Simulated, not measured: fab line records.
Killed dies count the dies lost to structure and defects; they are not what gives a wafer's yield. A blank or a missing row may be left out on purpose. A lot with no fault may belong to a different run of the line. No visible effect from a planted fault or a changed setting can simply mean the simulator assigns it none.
Which tool did it? | flow sky130 | Sampling: 11 lots, 33 wafers, 3 of 708 route steps

== WHAT THE GAUGES READ, wafer by wafer ==
SKY_VIA1_THK_MEAS_01.
lot  | measured     | on            | VIA1_HDPCVD_THK (nm)
L949 | day 32 21:45 | film-metro-03 | 1030 1050 1026
L950 | day 33 06:16 | film-metro-04 | 1028 1029 1024
L952 | day 33 23:41 | film-metro-03 | 1018 1038 1041
L951 | day 34 00:41 | film-metro-03 | 1039 1046 1058
L953 | day 34 11:24 | film-metro-03 | 1015 1019 1028
L956 | day 35 05:14 | film-metro-03 | 2042 2051 2075
L957 | day 36 00:57 | film-metro-03 | 1044 1034 1039
L967 | day 38 23:53 | film-metro-04 | 2095 2084 2078
L969 | day 39 05:49 | film-metro-03 | 1048 1052 1049
L970 | day 40 00:41 | film-metro-02 | 1036 1046 1047
L972 | day 40 16:40 | film-metro-04 | 1048 1026 1041

== WHAT TOOL EACH LOT RAN ON (gives the tool, then ch and the chambers of the sampled wafers, and finally the start) ==
lot  | SKY_LOCAL_INTERCONNECT_STRIP_15      | SKY_VIA1_HDPCVD_00
L949 | plasma-asher-01 ch 0,1, day 30 10:26 | hdpcvd-02 ch 0,1,2, day 32 21:40
L950 | plasma-asher-02 ch 0,1, day 30 20:16 | hdpcvd-01 ch 0,1,2, day 33 06:11
L952 | plasma-asher-03 ch 0,1, day 31 12:10 | hdpcvd-02 ch 0,1,2, day 33 23:34
L951 | plasma-asher-01 ch 0,1, day 31 14:04 | hdpcvd-01 ch 0,1, day 34 00:34
L953 | plasma-asher-03 ch 0,1, day 32 01:26 | hdpcvd-02 ch 0,2, day 34 11:16
L956 | plasma-asher-03 ch 0,1, day 32 19:13 | hdpcvd-02 ch 1,2, day 35 04:49
L957 | plasma-asher-02 ch 0,1, day 33 15:59 | hdpcvd-02 ch 0,1, day 36 00:49
L967 | plasma-asher-02 ch 0,1, day 36 15:39 | hdpcvd-01 ch 1,2, day 38 23:30
L969 | plasma-asher-02 ch 0,1, day 36 22:40 | hdpcvd-01 ch 0,2, day 39 05:43
L970 | plasma-asher-02 ch 0,1, day 37 17:46 | hdpcvd-01 ch 1,2, day 40 00:34
L972 | plasma-asher-03 ch 0,1, day 38 09:08 | hdpcvd-02 ch 0,2, day 40 16:33
- SKY_LOCAL_INTERCONNECT_STRIP_15: strips in O2/N2.
- SKY_VIA1_HDPCVD_00: deposits SiO2, target thk 1030 nm, time 171.7 s.

== WHAT THE TOOLS THEMSELVES READ (means of the sampled wafers that have a number; where no wafer has one, the mark that the record gives instead) ==
SKY_LOCAL_INTERCONNECT_STRIP_15.
lot  | tool            | drypump-motor-current-A (A) | o2-flow-sccm (sccm) | oes-product-au (a.u.) | strip-time-to-endpoint-s (s)
L949 | plasma-asher-01 | 5.8                         | 2991                | 0.426                 | 4.721
L950 | plasma-asher-02 | 6.2                         | 3000                | 0.426                 | 4.696
L952 | plasma-asher-03 | 5.9                         | 2998                | 0.430                 | 4.700
L951 | plasma-asher-01 | 5.8                         | 3000                | 0.424                 | 4.723
L953 | plasma-asher-03 | 5.9                         | 3000                | 0.425                 | 4.705
L956 | plasma-asher-03 | 5.9                         | 2992                | 0.428                 | 4.681
L957 | plasma-asher-02 | 6.0                         | 2996                | 0.431                 | 4.741
L967 | plasma-asher-02 | 6.0                         | 3004                | 0.422                 | 4.727
L969 | plasma-asher-02 | 6.1                         | 3002                | 0.421                 | 4.711
L970 | plasma-asher-02 | 6.1                         | 2999                | 0.427                 | 4.727
L972 | plasma-asher-03 | 5.6                         | 3006                | 0.428                 | 4.730

== THE ANSWER, worked out from the rows above alone ==
Rule: the lots themselves supply what counts as usual. Put in order of their means at a reading, lots are off if they are a third of the lots or fewer, leave a main group of 4 or more, and stand apart from it by a gap of 3 or more times the standard deviation of the main group's means; of several such gaps the widest counts. A main group is skipped when, at the precision printed for the reading in the tables above, its means are all equal. Also off: a lot with no number at a reading for which 4 or more lots have one. All remaining lots with rows at the step are treated as sound. Order of review: gauges by route order, followed by the tools' own readings, for which a lot's mean as printed above is used. The first step at which some lot is off is used, and at that step the reading that is off furthest; a lot without a number counts as furthest.
Off: at SKY_VIA1_THK_MEAS_01 (VIA1_HDPCVD_THK), L956, L967. The main group has a mean of 1037 nm with a standard deviation of 8.9.
If a tool, at a process step before that reading, ran all the lots that are off and no sound lot after the first of them, it fits. The gauges at SKY_VIA1_THK_MEAS_01 are tried like those tools. No candidate that was tried fits.

== WHAT THE SIMULATOR HAD PUT IN ==
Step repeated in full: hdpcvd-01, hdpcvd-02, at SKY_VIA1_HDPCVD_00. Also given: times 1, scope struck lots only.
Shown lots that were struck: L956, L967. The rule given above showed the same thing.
